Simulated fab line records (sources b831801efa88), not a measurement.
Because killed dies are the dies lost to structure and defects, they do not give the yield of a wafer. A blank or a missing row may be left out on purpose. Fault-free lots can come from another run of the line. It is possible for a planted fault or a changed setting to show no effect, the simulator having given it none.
The tool behind it: which one? + flow sfq-line + at 1 step of a route of 325, 14 lots with 42 wafers sampled

WHAT THE GAUGES READ, wafer by wafer
The record lacks any reading of a measuring or inspecting step that a usual standard deviation could be used to judge.

WHICH TOOL RAN EACH LOT (tool, then ch and the chambers of the sampled wafers, then the start)
| lot  | SFQ_TRILAYER_JJ_CE_BARC_OPEN_RIE_150 |
|------|--------------------------------------|
| L889 | rie-metal-02 ch 0,1, day 53 23:50    |
| L890 | rie-metal-02 ch 1, day 54 14:09      |
| L892 | rie-metal-04 ch 0,1, day 56 00:50    |
| L893 | rie-metal-02 ch 0,1, day 56 09:14    |
| L895 | rie-metal-04 ch 1, day 57 05:40      |
| L900 | rie-metal-04 ch 0,1, day 59 05:18    |
| L901 | rie-metal-04 ch 0,1, day 59 06:30    |
| L902 | rie-metal-04 ch 0,1, day 59 07:42    |
| L903 | rie-metal-04 ch 0,1, day 59 08:54    |
| L904 | rie-metal-02 ch 0,1, day 59 10:06    |
| L907 | rie-metal-02 ch 0,1, day 59 13:42    |
| L909 | rie-metal-02 ch 0,1, day 59 16:06    |
| L910 | rie-metal-02 ch 0, day 59 17:18      |
| L911 | rie-metal-02 ch 0,1, day 59 18:30    |
- SFQ_TRILAYER_JJ_CE_BARC_OPEN_RIE_150: chemistry O2, target BARC, target depth 240 nm, time 80 s.

WHAT THE TOOLS THEMSELVES READ (means of the sampled wafers that have a number; where no wafer has one, the mark that the record gives instead)
SFQ_TRILAYER_JJ_CE_BARC_OPEN_RIE_150.
| lot  | tool         | bias-w (W) | drypump-motor-current-A (A) | oes-product-au (a.u.) | rf-fwd-power-W (W) |
|------|--------------|------------|-----------------------------|-----------------------|--------------------|
| L889 | rie-metal-02 | 80.03      | 6.1                         | 0.535                 | 594.9              |
| L890 | rie-metal-02 | 79.79      | 5.8                         | 0.536                 | 594.7              |
| L892 | rie-metal-04 | 79.73      | 6.0                         | 0.540                 | 593.5              |
| L893 | rie-metal-02 | 79.61      | 6.2                         | 0.538                 | 598.0              |
| L895 | rie-metal-04 | 80.01      | 5.7                         | 0.537                 | 596.0              |
| L900 | rie-metal-04 | 79.98      | 6.0                         | 0.538                 | 596.4              |
| L901 | rie-metal-04 | 79.61      | 5.8                         | 0.535                 | 595.8              |
| L902 | rie-metal-04 | 80.03      | 6.0                         | 0.541                 | 625.9              |
| L903 | rie-metal-04 | 80.21      | 5.9                         | 0.535                 | 660.5              |
| L904 | rie-metal-02 | 79.99      | 6.0                         | 0.536                 | 593.9              |
| L907 | rie-metal-02 | 80.03      | 6.0                         | 0.535                 | 596.3              |
| L909 | rie-metal-02 | 79.93      | 6.0                         | 0.536                 | 595.8              |
| L910 | rie-metal-02 | 80.03      | 6.3                         | 0.536                 | 595.9              |
| L911 | rie-metal-02 | 80.16      | 6.2                         | 0.539                 | 594.3              |

THE ANSWER, worked out from the rows above alone
Rule: what is usual is taken from the lots themselves. Put in order of their means at a reading, lots are off if they are a third of the lots or fewer, leave a main group of 4 or more, and stand apart from it by a gap of 3 or more times the standard deviation of the main group's means; of several such gaps the widest counts. The tables above print the reading to a certain number of digits; a main group whose means all agree to those digits is not used. Also off: a lot with no number at a reading for which 4 or more lots have one. Any other lot the step has rows for is counted as sound. After the gauges, taken in route order, come the tools' own readings; for these a lot's mean is taken, as printed above. The first step at which some lot is off is used, and at that step the reading that is off furthest; a lot without a number counts as furthest.
Off: L902, L903, at SFQ_TRILAYER_JJ_CE_BARC_OPEN_RIE_150 (rf-fwd-power-W). Main group: mean 595.5 W, sd 1.2.
A tool fits if, at that step or a process step before it, it ran every lot that is off, and no sound lot after the first of them. One fits: SFQ_TRILAYER_JJ_CE_BARC_OPEN_RIE_150 on rie-metal-04. A fault onset in the window from L901 (day 59 06:30, its last sound lot) to L902 (day 59 07:42, its first lot off) fits.
The tool's own readings at SFQ_TRILAYER_JJ_CE_BARC_OPEN_RIE_150 bear it out: on the lots that are off they differ by more than 5 times the standard deviation of the sound lots' means. rf-fwd-power-W reads 643.2 W there against 595.5 W on the sound lots.

WHAT THE SIMULATOR HAD PUT IN
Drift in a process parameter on rie-metal-04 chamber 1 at SFQ_TRILAYER_JJ_CE_BARC_OPEN_RIE_150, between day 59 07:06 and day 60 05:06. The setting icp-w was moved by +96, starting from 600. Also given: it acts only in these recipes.
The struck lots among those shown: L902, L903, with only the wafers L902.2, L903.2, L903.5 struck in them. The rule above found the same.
